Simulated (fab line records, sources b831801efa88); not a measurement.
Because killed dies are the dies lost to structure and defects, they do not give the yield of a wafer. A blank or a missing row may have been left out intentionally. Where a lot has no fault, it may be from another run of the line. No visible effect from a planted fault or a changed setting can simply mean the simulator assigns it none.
What tool caused it? + flow sky130 + 42 wafers from 14 lots sampled at 5 of the route's 708 steps

WHAT THE GAUGES READ, wafer by wafer
SKY_LDD_P_CD_MEAS_07 targets a cd of 380 nm.
| lot  | measured     | on       | cdNm (nm)   |
|------|--------------|----------|-------------|
| L999 | day 18 20:40 | cdSem-01 | 376 376 374 |
| L100 | day 19 02:19 | cdSem-02 | 382 382 382 |
| L101 | day 19 12:43 | cdSem-02 | 377 377 376 |
| L106 | day 21 05:55 | cdSem-02 | 374 375 374 |
| L105 | day 21 06:53 | cdSem-01 | 383 384 382 |
| L112 | day 24 03:29 | cdSem-01 | 380 381 381 |
| L113 | day 24 11:00 | cdSem-02 | 376 377 377 |
| L114 | day 24 15:39 | cdSem-01 | 377 378 377 |
| L115 | day 24 19:26 | cdSem-02 | 382 380 381 |
| L117 | day 25 13:35 | cdSem-02 | 380 380 383 |
| L118 | day 25 19:50 | cdSem-01 | 375 375 372 |
| L119 | day 26 03:01 | cdSem-02 | 385 382 385 |
| L120 | day 26 08:14 | cdSem-01 | 379 383 380 |
| L121 | day 26 12:34 | cdSem-02 | 380 378 381 |

SKY_LDD_HVP_TW_MEAS_10.
| lot  | measured     | on           | LDD_HVP_TW        |
|------|--------------|--------------|-------------------|
| L999 | day 21 10:11 | filmMetro-03 | 457.4 457.6 457.4 |
| L100 | day 21 15:15 | filmMetro-03 | 456.8 461.1 456.7 |
| L101 | day 22 03:11 | filmMetro-04 | 461.9 460.6 462.8 |
| L106 | day 23 19:41 | filmMetro-04 | 456.2 457.5 454.8 |
| L105 | day 23 19:58 | filmMetro-03 | 460.9 460.5 458.2 |
| L112 | day 26 15:08 | filmMetro-03 | 463.8 461.2 460.6 |
| L113 | day 26 21:10 | filmMetro-01 | 456.3 456.4 457.2 |
| L114 | day 27 02:46 | filmMetro-03 | 459.3 459.6 456.4 |
| L115 | day 27 06:29 | filmMetro-04 | 458.1 461.0 459.7 |
| L117 | day 27 23:16 | filmMetro-01 | 458.5 459.2 458.4 |
| L118 | day 28 05:01 | filmMetro-01 | 458.4 459.9 458.9 |
| L119 | day 28 12:43 | filmMetro-03 | 460.5 460.2 461.6 |
| L120 | day 28 19:35 | filmMetro-01 | 457.3 457.5 456.6 |
| L121 | day 28 21:47 | filmMetro-04 | 460.1 459.7 459.8 |

SKY_LDD_LDN_TW_MEAS_13.
| lot  | measured     | on           | LDD_LDN_TW                    |
|------|--------------|--------------|-------------------------------|
| L999 | day 22 17:29 | filmMetro-01 | 1496 1497 1493                |
| L100 | day 22 21:44 | filmMetro-03 | 1475 1480 1479                |
| L101 | day 23 09:59 | filmMetro-01 | 1485 1481 1483                |
| L106 | day 25 01:47 | filmMetro-01 | 1556 1559 1558 1552 1560 1556 |
| L105 | day 25 02:52 | filmMetro-03 | 1574 1573 1578 1571 1579 1579 |
| L112 | day 27 20:36 | filmMetro-01 | 1485 1483 1487                |
| L113 | day 28 02:22 | filmMetro-03 | 1494 1498 1497                |
| L114 | day 28 07:40 | filmMetro-02 | 1476 1473 1477                |
| L115 | day 28 11:23 | filmMetro-01 | 1488 1499 1487                |
| L117 | day 29 04:22 | filmMetro-01 | 1502 1491 1486                |
| L118 | day 29 09:21 | filmMetro-02 | 1471 1468 1466                |
| L119 | day 29 17:01 | filmMetro-01 | 1486 1491 1487                |
| L120 | day 29 23:27 | filmMetro-03 | 1489 1502 1500                |
| L121 | day 30 02:22 | filmMetro-02 | 1480 1487 1472                |

SKY_SPACER_THK_MEAS_01.
| lot  | measured     | on           | SPACER_CVD_00_THK (nm) |
|------|--------------|--------------|------------------------|
| L999 | day 22 18:48 | filmMetro-04 | 43.1 43.3 43.4         |
| L100 | day 22 23:04 | filmMetro-02 | 43.3 43.6 44.0         |
| L101 | day 23 11:19 | filmMetro-04 | 43.1 43.3 43.1         |
| L106 | day 25 10:09 | filmMetro-01 | 42.7 43.1 43.1         |
| L105 | day 25 11:43 | filmMetro-02 | 42.7 43.1 43.1         |
| L112 | day 27 22:20 | filmMetro-02 | 42.5 43.0 43.1         |
| L113 | day 28 05:55 | filmMetro-04 | 43.0 43.1 43.1         |
| L114 | day 28 09:32 | filmMetro-01 | 43.0 42.9 42.6         |
| L115 | day 28 12:43 | filmMetro-01 | 42.9 42.4 42.6         |
| L117 | day 29 05:41 | filmMetro-02 | 42.8 42.9 43.1         |
| L118 | day 29 12:19 | filmMetro-01 | 42.7 42.4 42.7         |
| L119 | day 29 18:52 | filmMetro-04 | 44.0 44.0 44.2         |
| L120 | day 30 01:30 | filmMetro-01 | 43.0 42.9 43.1         |
| L121 | day 30 05:07 | filmMetro-01 | 43.2 43.1 43.3         |

TOOL THAT RAN EACH LOT (tool first, then ch and the chambers of the sampled wafers, then the start)
| lot  | SKY_LDD_LDN_IMPLANT_08          |
|------|---------------------------------|
| L999 | implanter-02 ch 0, day 22 16:47 |
| L100 | implanter-01 ch 0, day 22 21:04 |
| L101 | implanter-02 ch 0, day 23 09:19 |
| L106 | implanter-02 ch 0, day 25 01:05 |
| L105 | implanter-02 ch 0, day 25 02:10 |
| L112 | implanter-02 ch 0, day 27 19:54 |
| L113 | implanter-03 ch 0, day 28 01:40 |
| L114 | implanter-02 ch 0, day 28 06:58 |
| L115 | implanter-02 ch 0, day 28 10:43 |
| L117 | implanter-01 ch 0, day 29 03:40 |
| L118 | implanter-03 ch 0, day 29 08:42 |
| L119 | implanter-03 ch 0, day 29 16:19 |
| L120 | implanter-03 ch 0, day 29 22:45 |
| L121 | implanter-03 ch 0, day 30 01:41 |
- SKY_LDD_LDN_IMPLANT_08

WHAT THE TOOLS THEMSELVES READ (means of the sampled wafers that have a number; where no wafer has one, the mark that the record gives instead)
SKY_LDD_LDN_IMPLANT_08.
| lot  | tool         | doseIonsCm2 | faradayCurrentUA |
|------|--------------|-------------|------------------|
| L999 | implanter-02 | 1.25e+13    | 70.9             |
| L100 | implanter-01 | 1.25e+13    | 72.3             |
| L101 | implanter-02 | 1.25e+13    | 69.5             |
| L106 | implanter-02 | 2.17e+13    | 124.0            |
| L105 | implanter-02 | 2.17e+13    | 119.7            |
| L112 | implanter-02 | 1.25e+13    | 71.8             |
| L113 | implanter-03 | 1.25e+13    | 69.9             |
| L114 | implanter-02 | 1.25e+13    | 69.8             |
| L115 | implanter-02 | 1.25e+13    | 69.6             |
| L117 | implanter-01 | 1.25e+13    | 70.6             |
| L118 | implanter-03 | 1.25e+13    | 70.3             |
| L119 | implanter-03 | 1.25e+13    | 71.6             |
| L120 | implanter-03 | 1.25e+13    | 70.4             |
| L121 | implanter-03 | 1.25e+13    | 70.2             |

THE ANSWER, worked out from the rows above alone
Rule: the usual values come from the lots themselves. Put in order of their means at a reading, lots are off if they are a third of the lots or fewer, leave a main group of 4 or more, and stand apart from it by a gap of 3 or more times the standard deviation of the main group's means; of several such gaps the widest counts. A main group is skipped when, at the precision printed for the reading in the tables above, its means are all equal. A lot without any number at a reading at which 4 lots or more have one is off too. All remaining lots with rows at the step are treated as sound. Order of review: gauges by route order, followed by the tools' own readings, for which a lot's mean as printed above is used. At the first step where some lot is off, the reading lying furthest off is the one used; lots without a number count as furthest.
Off: L106, L105, seen at SKY_LDD_LDN_TW_MEAS_13 (LDD_LDN_TW). The main group: mean 1486, standard deviation 8.8.
If a tool, at a process step before that reading, ran all the lots that are off and no sound lot after the first of them, it fits. Not tried: the gauges at SKY_LDD_LDN_TW_MEAS_13; whatever is off there is also off at SKY_LDD_LDN_IMPLANT_08, on other tools, and gauge error can't account for it. No candidate that was tried fits.

WHAT HAD BEEN PUT IN BY THE SIMULATOR
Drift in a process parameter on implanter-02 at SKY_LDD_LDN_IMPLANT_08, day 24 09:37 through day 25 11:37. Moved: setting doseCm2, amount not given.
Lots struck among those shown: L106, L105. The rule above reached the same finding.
